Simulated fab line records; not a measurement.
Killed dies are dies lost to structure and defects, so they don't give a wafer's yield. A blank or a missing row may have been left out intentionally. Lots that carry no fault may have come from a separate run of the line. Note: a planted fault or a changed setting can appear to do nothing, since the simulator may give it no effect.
fab line records | flow sky130
record: lots: 6 | wafers: 18 | last_day: 50
route steps=708 shown LDD_N@239 PAD_OPEN@708
lots that met no fault: from a run of the same line without faults
start_h: hours from the record's first day to the start of the lot's first wafer shown | wait_h: time in hours since the lot's previous step | " as in the row above | L1.1+2: several wafers, shown together as one row | - value missing, or start not given | * or withheld: withheld | < > ~ a bound
route shown NAME@n: NAME is a module with steps in the file, n the number in the route of the first one | usual: mean/standard deviation of fault-free wafers | same: alike in all rows | chamber/n: place in a boat | sites: the reading at each site | _std_site: standard deviation across them | _edge_site: the outer-site mean with the inner-site mean subtracted | radius_mm: for every site, how far away it sits from the centre of the wafer | mask NAME#n: copy n | behind: the last tool/chamber to shape the wafer | hold: cause of the lot's hold/its duration in hours/its outcome | device: which transistor (n, p or np) failed to switch | end of line: the tests these same wafers got at the end of their route | a step without rows: its recipe alone | killed: at the first sort, the dies lost to defects and structure; wafer yield is something else | map: per-die view of a wafer (x killed, . not killed, _ where there is no die)
set.NAME: setting as actually run; set.NAME@STEP: the setting as run at that earlier step | model.NAME: the simulator's own value behind a step, which no gauge read
lots seen at some steps along the route; tables by step, rows by wafer
services: from which hour (start_h, from the record's first day; less than 0 if before it) a tool's chamber was out of use, for how many hours, and why
== steps ==
step: SKY_LDD_N_COAT_02
recipe: resist: NOVOLAK | spin_rpm: 3000 | resist_thk_nm: 300
step: SKY_LDD_N_SOFTBAKE_03
recipe: temp_c: 90 | time_s: 60 | resist: NOVOLAK
step: SKY_LDD_N_EXPOSE_04
recipe: mask_id: NTM | target_cd_nm: 840 | na: 0.6 | source_shape: conventional | sigma_outer: 0.6 | dose_mj: 110
step: SKY_LDD_N_PEB_05
recipe: temp_c: withheld | time_s: * | resist: NOVOLAK
step: SKY_LDD_N_DEVELOP_06
recipe: develop_time_s: 60 | dev_temp_c: 23
step: SKY_LDD_N_OVL_MEAS_07
usual: LDD_N_OVL: -0.6/1.3
lot.wafer | tool       | chamber | start_h | wait_h | LDD_N_OVL[nm]
L230.1    | overlay-02 | -       | 418.52  | 0.1    | 1.9
L230.5    | "          | -       | "       | "      | -1.0
L230.6    | "          | -       | "       | "      | 2.8
L236.2    | overlay-02 | -       | 461.52  | 0.1    | -1.7
L236.4    | "          | -       | "       | "      | -1.2
L236.5    | "          | -       | "       | "      | -0.5
L239.4    | overlay-01 | -       | 484.19  | 0.1    | 0.2
L239.5    | "          | -       | "       | "      | 1.2
L239.6    | "          | -       | "       | "      | 1.0
L246.2    | overlay-01 | -       | 555.67  | 0.1    | -2.2
L246.3    | "          | -       | "       | "      | -2.1
L246.4    | "          | -       | "       | "      | -2.3
L249.2    | overlay-02 | -       | 563.14  | 0.1    | -0.4
L249.3    | "          | -       | "       | "      | 1.5
L249.5    | "          | -       | "       | "      | -1.8
L252.4    | overlay-01 | -       | 599.89  | 0.1    | 2.0
L252.5    | "          | -       | "       | "      | 0.8
L252.6    | "          | -       | "       | "      | -0.2
step: SKY_LDD_N_IMPLANT_08
recipe: species: As | energy_kev: 20 | dose_cm2: 7.5e+13 | tilt_deg: withheld | rotation_deg: 23
step: SKY_LDD_N_IMPLANT_09
recipe: species: As | energy_kev: 20 | dose_cm2: 7.5e+13 | tilt_deg: withheld | rotation_deg: 113
step: SKY_LDD_N_IMPLANT_10
recipe: species: As | energy_kev: 20 | dose_cm2: 7.5e+13 | tilt_deg: withheld | rotation_deg: 203
step: SKY_LDD_N_IMPLANT_11
recipe: species: As | energy_kev: 20 | dose_cm2: 7.5e+13 | tilt_deg: withheld | rotation_deg: 293
step: SKY_LDD_N_IMPLANT_12
recipe: species: BF2 | energy_kev: 50 | dose_cm2: 5e+12 | tilt_deg: 30 | rotation_deg: 0
step: SKY_LDD_N_IMPLANT_13
recipe: species: BF2 | energy_kev: 50 | dose_cm2: 5e+12 | tilt_deg: 30 | rotation_deg: 90
step: SKY_LDD_N_IMPLANT_14
recipe: species: BF2 | energy_kev: 50 | dose_cm2: 5e+12 | tilt_deg: 30 | rotation_deg: 180
usual: beam_energy_keV: 50.006/0.015
lot.wafer | tool         | chamber | start_h | wait_h | beam_energy_keV | model.implant.drp_nm
L230.1    | implanter-03 | 0       | 419.46  | 0.1    | 49.992          | 18.83
L230.5    | "            | 0       | "       | "      | 50.020          | 18.83
L230.6    | "            | 0       | "       | "      | 50.014          | 18.83
L236.2    | implanter-04 | 0       | 462.48  | 0.1    | 48.443          | 18.41
L236.4    | "            | 0       | "       | "      | 48.476          | 18.41
L236.5    | "            | 0       | "       | "      | 48.466          | 18.41
L239.4    | implanter-04 | 0       | 485.18  | 0.1    | 48.481          | 18.41
L239.5    | "            | 0       | "       | "      | 48.494          | 18.41
L239.6    | "            | 0       | "       | "      | 48.491          | 18.41
L246.2    | implanter-04 | 0       | 556.63  | 0.1    | 50.009          | 18.83
L246.3    | "            | 0       | "       | "      | 50.014          | 18.83
L246.4    | "            | 0       | "       | "      | 49.995          | 18.83
L249.2    | implanter-01 | 0       | 564.09  | 0.1    | 50.006          | 18.83
L249.3    | "            | 0       | "       | "      | 49.996          | 18.83
L249.5    | "            | 0       | "       | "      | 50.009          | 18.83
L252.4    | implanter-03 | 0       | 600.88  | 0.1    | 50.020          | 18.83
L252.5    | "            | 0       | "       | "      | 50.026          | 18.83
L252.6    | "            | 0       | "       | "      | 50.009          | 18.83
step: SKY_LDD_N_IMPLANT_15
recipe: species: BF2 | energy_kev: 50 | dose_cm2: 5e+12 | tilt_deg: 30 | rotation_deg: 270
step: SKY_PAD_OPEN_PROBE_99
usual: killed_at_M0_to_M3: 44/7 | killed_at_M4_up: 3.4/1.7 | killed_at_contacts: 24/4.9 | killed_at_front_end: 15/4.5 | killed_at_other: 0.4/0.61 | killed_dies: 86/9.7 | killed_open: 47/7.1 | killed_short: 39/6.1
same: gross_dies: 492 | killed_at_back_side: 0
lot.wafer | tool      | chamber | start_h | wait_h | killed_at_M0_to_M3 | killed_at_M4_up | killed_at_contacts | killed_at_front_end | killed_at_other | killed_dies | killed_open | killed_short
L249.2    | prober-02 | -       | 1179.58 | 0.1    | 41                 | 3               | 23                 | 16                  | 1               | 84          | 47          | 37
L249.3    | prober-02 | -       | 1179.63 | 0.2    | 43                 | 3               | 28                 | 17                  | 1               | 92          | 53          | 39
L249.5    | prober-02 | -       | 1179.73 | 0.2    | 43                 | 5               | 14                 | 18                  | 1               | 81          | 46          | 34
killed by level:class
L249.2 VIA1:geometric_particle:open=11 CONTACT:geometric_particle:open=7 METAL2:geometric_particle:short=7 CONTACT:geometric_particle:short=6 METAL1:geometric_particle:short=6 LI_CONTACT:geometric_particle:open=5 VIA2:geometric_particle:open=5 FIELD_ISO:geometric_particle:open=4
L249.3 CONTACT:geometric_particle:open=10 VIA3:geometric_particle:open=9 VIA1:geometric_particle:open=8 LI_CONTACT:geometric_particle:open=7 VIA2:geometric_particle:open=7 FIELD_ISO:geometric_particle:short=6 FIELD_ISO:geometric_particle:open=6 LI_CONTACT:geometric_particle:short=6
L249.5 VIA1:geometric_particle:open=12 METAL2:geometric_particle:short=8 FIELD_ISO:geometric_particle:open=6 LI_CONTACT:geometric_particle:open=5 CONTACT:geometric_particle:open=5 VIA2:geometric_particle:open=5 FIELD_ISO:geometric_particle:short=4 POLY_GATE:geometric_particle:short=4
== services ==
tool         | chamber | start_h | hours | kind
implanter-01 | -       | 409.69  | 1.7   | repair
implanter-01 | -       | 431.53  | 6.0   | repair
implanter-01 | -       | 433.84  | 0.5   | repair
implanter-03 | -       | 460.91  | 4.2   | pm
implanter-04 | -       | 492.69  | 3.7   | repair
implanter-03 | -       | 558.94  | 0.9   | repair
== key ==
first_sign: step: SKY_LDD_N_IMPLANT_14 | reading: beam_energy_keV | direction: down | sigmas: 99+ | usual: * | struck: *
effect none on later readings
model_effect: step: SKY_LDD_N_IMPLANT_14 | value: implant.drp_nm | without: 18.83 | struck: 18.41
met_at SKY_LDD_N_IMPLANT_14
struck_wafers L236.2,L236.4,L236.5,L239.4,L239.5,L239.6
tester_left_out L236,L239
fault: kind: process_parameter_drift | tool: implanter-04 | chamber: - | onset_h: 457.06 | steps: SKY_LDD_N_IMPLANT_14 | channel: energy_kev | offset: * | shape: step | end_h: 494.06 | acts_in: * | stated: *
tester_left_out: of these lots the tester's yield and bins aren't shown, on N5 and GAA mostly nor the transistor test; their killed dies are dies lost to structure and defects alone, not to doping, threshold or leakage, so they don't give the yield
